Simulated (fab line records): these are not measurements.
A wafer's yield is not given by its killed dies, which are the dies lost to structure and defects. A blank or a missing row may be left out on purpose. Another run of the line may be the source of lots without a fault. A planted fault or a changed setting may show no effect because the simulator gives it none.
Which tool is to blame? + flow gf180mcu + 13 lots, 39 wafers sampled, at 4 steps of a route of 602

WHAT EACH GAUGE READ, for each wafer
GF_STI_CD_MEAS_12: the cd target is 220 nm. Usual: cd_nm at 219.8 nm, with a standard deviation of 1.2.
| lot  | measured    | on        | cd_nm (nm)        | flag |
|------|-------------|-----------|-------------------|------|
| L493 | day 2 01:26 | cd_sem-02 | 220.8 221.2 220.1 |      |
| L496 | day 2 16:20 | cd_sem-01 | 220.6 220.7 220.0 |      |
| L497 | day 2 21:56 | cd_sem-01 | 173.7 174.3 174.1 | OFF  |
| L498 | day 3 04:14 | cd_sem-02 | 221.3 221.2 220.7 |      |
| L506 | day 4 20:28 | cd_sem-01 | 220.9 220.6 220.1 |      |
| L507 | day 5 03:14 | cd_sem-02 | 221.2 221.5 220.3 |      |
| L508 | day 5 07:16 | cd_sem-01 | 220.3 220.5 218.9 |      |
| L509 | day 5 11:49 | cd_sem-01 | 220.0 221.3 219.6 |      |
| L510 | day 5 16:53 | cd_sem-01 | 220.3 220.3 220.2 |      |
| L511 | day 5 22:01 | cd_sem-02 | 220.1 220.5 220.0 |      |
| L512 | day 6 03:53 | cd_sem-01 | 220.1 219.9 220.1 |      |
| L515 | day 6 19:48 | cd_sem-01 | 220.0 219.7 218.2 |      |
| L516 | day 6 23:55 | cd_sem-02 | 218.5 218.3 219.7 |      |

GF_HV_LDD_TW_MEAS_11. Usual: HV_LDD_TW typically reads 2392, with standard deviation 16.
| lot  | measured     | on            | HV_LDD_TW      | flag |
|------|--------------|---------------|----------------|------|
| L493 | day 10 05:14 | film_metro-04 | 2424 2396 2392 |      |
| L496 | day 10 23:34 | film_metro-01 | 2386 2373 2388 |      |
| L498 | day 11 17:08 | film_metro-01 | 2374 2409 2398 |      |
| L506 | day 13 23:49 | film_metro-04 | 2422 2418 2418 |      |
| L507 | day 14 08:39 | film_metro-02 | 2385 2391 2399 |      |
| L508 | day 14 14:59 | film_metro-04 | 2412 2418 2406 |      |
| L509 | day 14 23:35 | film_metro-02 | 2395 2391 2390 |      |
| L510 | day 15 04:22 | film_metro-02 | 2404 2418 2408 |      |
| L511 | day 15 09:33 | film_metro-02 | 2394 2400 2398 |      |
| L512 | day 15 19:28 | film_metro-04 | 2404 2399 2393 |      |
| L515 | day 16 17:23 | film_metro-04 | 2408 2408 2386 |      |
| L516 | day 16 21:19 | film_metro-02 | 2407 2412 2395 |      |

GF_NSD_TW_MEAS_12. Usual: NSD_TW typically reads 4247, with standard deviation 63.
| lot  | measured     | on            | NSD_TW         | flag |
|------|--------------|---------------|----------------|------|
| L493 | day 13 13:25 | film_metro-01 | 4189 4179 4188 |      |
| L496 | day 14 10:14 | film_metro-02 | 4227 4220 4197 |      |
| L498 | day 15 05:31 | film_metro-01 | 4200 4225 4222 |      |
| L506 | day 17 21:38 | film_metro-01 | 4181 4192 4182 |      |
| L507 | day 18 06:00 | film_metro-01 | 4208 4205 4192 |      |
| L508 | day 18 13:26 | film_metro-03 | 4333 4291 4315 |      |
| L509 | day 18 23:17 | film_metro-01 | 4213 4193 4164 |      |
| L510 | day 19 06:07 | film_metro-03 | 4330 4324 4317 |      |
| L511 | day 19 11:25 | film_metro-02 | 4217 4218 4205 |      |
| L512 | day 19 20:40 | film_metro-01 | 4188 4205 4196 |      |
| L515 | day 20 18:54 | film_metro-01 | 4248 4241 4264 |      |
| L516 | day 21 00:16 | film_metro-03 | 4351 4351 4334 |      |

TOOL THAT RAN EACH LOT (tool first, then ch and the chambers of the sampled wafers, then the start)
| lot  | GF_STI_EXPOSE_09                 |
|------|----------------------------------|
| L493 | krf_scanner-02 ch 0, day 1 19:37 |
| L496 | krf_scanner-02 ch 0, day 2 10:44 |
| L497 | krf_scanner-02 ch 0, day 2 15:34 |
| L498 | krf_scanner-01 ch 0, day 2 22:16 |
| L506 | krf_scanner-02 ch 0, day 4 13:51 |
| L507 | krf_scanner-02 ch 0, day 4 20:08 |
| L508 | krf_scanner-01 ch 0, day 5 00:10 |
| L509 | krf_scanner-01 ch 0, day 5 04:42 |
| L510 | krf_scanner-01 ch 0, day 5 10:23 |
| L511 | krf_scanner-01 ch 0, day 5 14:53 |
| L512 | krf_scanner-02 ch 0, day 5 20:41 |
| L515 | krf_scanner-02 ch 0, day 6 12:25 |
| L516 | krf_scanner-01 ch 0, day 6 16:17 |
- GF_STI_EXPOSE_09: exposes mask COMP, target cd 220 nm.

WHAT THE TOOLS THEMSELVES READ (means of the sampled wafers that have a number; where no wafer has one, the mark that the record gives instead)
The record holds no such reading with a usual standard deviation.

THE ANSWER, worked out from the rows above alone
Rule: take the mean of a lot's wafers that have a number; if it is more than 3 standard deviations from the usual mean, the lot is off. A lot without any number at a reading at which 4 lots or more have one is off too. All remaining lots with rows at the step are treated as sound. Order of review: gauges by route order, followed by the tools' own readings, for which a lot's mean as printed above is used. The first step at which some lot is off is used, and at that step the reading that is off furthest; a lot without a number counts as furthest.
Off: L497, at GF_STI_CD_MEAS_12 (cd_nm).
If a tool, at a process step before that reading, ran all the lots that are off and no sound lot after the first of them, it fits. Gauges at GF_STI_CD_MEAS_12: tried the same way as those tools. No candidate that was tried fits.

WHAT HAD BEEN PUT IN BY THE SIMULATOR
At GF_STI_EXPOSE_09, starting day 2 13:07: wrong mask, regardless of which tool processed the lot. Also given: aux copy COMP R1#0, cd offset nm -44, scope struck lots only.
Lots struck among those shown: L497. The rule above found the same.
